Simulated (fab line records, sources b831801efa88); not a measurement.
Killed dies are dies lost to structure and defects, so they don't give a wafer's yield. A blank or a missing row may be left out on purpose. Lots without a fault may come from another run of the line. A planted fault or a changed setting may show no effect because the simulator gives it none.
A struck lot beside a sound one | flow sky130 | 14 steps out of a route of 708
Sound: wafers L778.3, L778.4, L778.5. Struck: wafers L781.2, L781.3, L781.6. The cause comes at the end.
At each step with rows: each side's tool, then ch and its chambers, then its first start. Under that, the readings that differ: sound wafers | struck wafers | difference of the means | sigmas: that difference in standard deviations of wafers without a fault.
alike: readings whose means differ by less than 2 such deviations, and words and numbers that are the same on both sides. not compared: withheld readings, readings that some wafer has no value for, bounds like >300 that may hide the same value, and numbers for which the record gives no deviation and whose values overlap.
The two part at a step that has a row with sigmas, a row that says differs or no value, or rows on one side only. Numbers that don't overlap but have no deviation are shown without sigmas and don't part them. A reading that every wafer of one side lacks parts them only if that side has two wafers or more.

SKY_METAL1_SPUTTER_00: material Ti, target thk 15 nm, time 10 s.
  sound on pvd_sputter-01, day 36 13:07; struck on pvd_sputter-01, day 37 08:14
  alike: throttle_valve_pct
SKY_METAL1_SPUTTER_01: material TiN, target thk 20 nm, time 16.7 s.
  sound on pvd_sputter-01, day 36 13:08; struck on pvd_sputter-01, day 37 08:15
  alike: throttle_valve_pct
SKY_METAL1_SPUTTER_02: material AlCu, target thk 250 nm, time 13.3 s.
  sound on pvd_sputter-01, day 36 13:10; struck on pvd_sputter-01, day 37 08:17
  alike: throttle_valve_pct
SKY_METAL1_SPUTTER_03: material Ti, target thk 5 nm, time 3.3 s.
  sound on pvd_sputter-01, day 36 13:11; struck on pvd_sputter-01, day 37 08:18
  alike: throttle_valve_pct
SKY_METAL1_SPUTTER_04: material TiN, target thk 70 nm, time 58.3 s.
  sound on pvd_sputter-01, day 36 13:12; struck on pvd_sputter-01, day 37 08:19
  alike: throttle_valve_pct
SKY_METAL1_RS_MEAS_05: measures by four-point-probe.
  sound on film_metro-01, day 36 13:17; struck on film_metro-01, day 37 08:23
  alike: METAL1_ALCU_RS
SKY_METAL1_THK_MEAS_06: measures by xrf.
  sound on film_metro-01, day 36 13:23; struck on film_metro-01, day 37 08:30
  alike: METAL1_ALCU_THK
then, 5 steps without rows for these wafers: SKY_METAL1_DEHYDRATE_07 (time 60 s); SKY_METAL1_HMDS_08 (prime time 60 s); SKY_METAL1_COAT_09 (resist thk 60 nm); SKY_METAL1_COAT_10 (resist thk 450 nm); SKY_METAL1_SOFTBAKE_11 (time 90 s).
SKY_METAL1_EXPOSE_12: exposes mask MM1, target cd 140 nm.
  sound on krf_scanner-01 ch 0, day 37 03:10; struck on krf_scanner-01, day 37 21:28
  no value came back on the struck wafers for exposure_dose_mJ_cm2, focus_offset_nm (nm), reticle_temp_C (C); on the sound wafers exposure_dose_mJ_cm2 reads 28.017 28.010 28.017
  alike: mask
then, 1 step without rows for these wafers: SKY_METAL1_PEB_13.

WHERE THEY PART
Only at SKY_METAL1_EXPOSE_12, within this record.

WHY: what the simulator had put in
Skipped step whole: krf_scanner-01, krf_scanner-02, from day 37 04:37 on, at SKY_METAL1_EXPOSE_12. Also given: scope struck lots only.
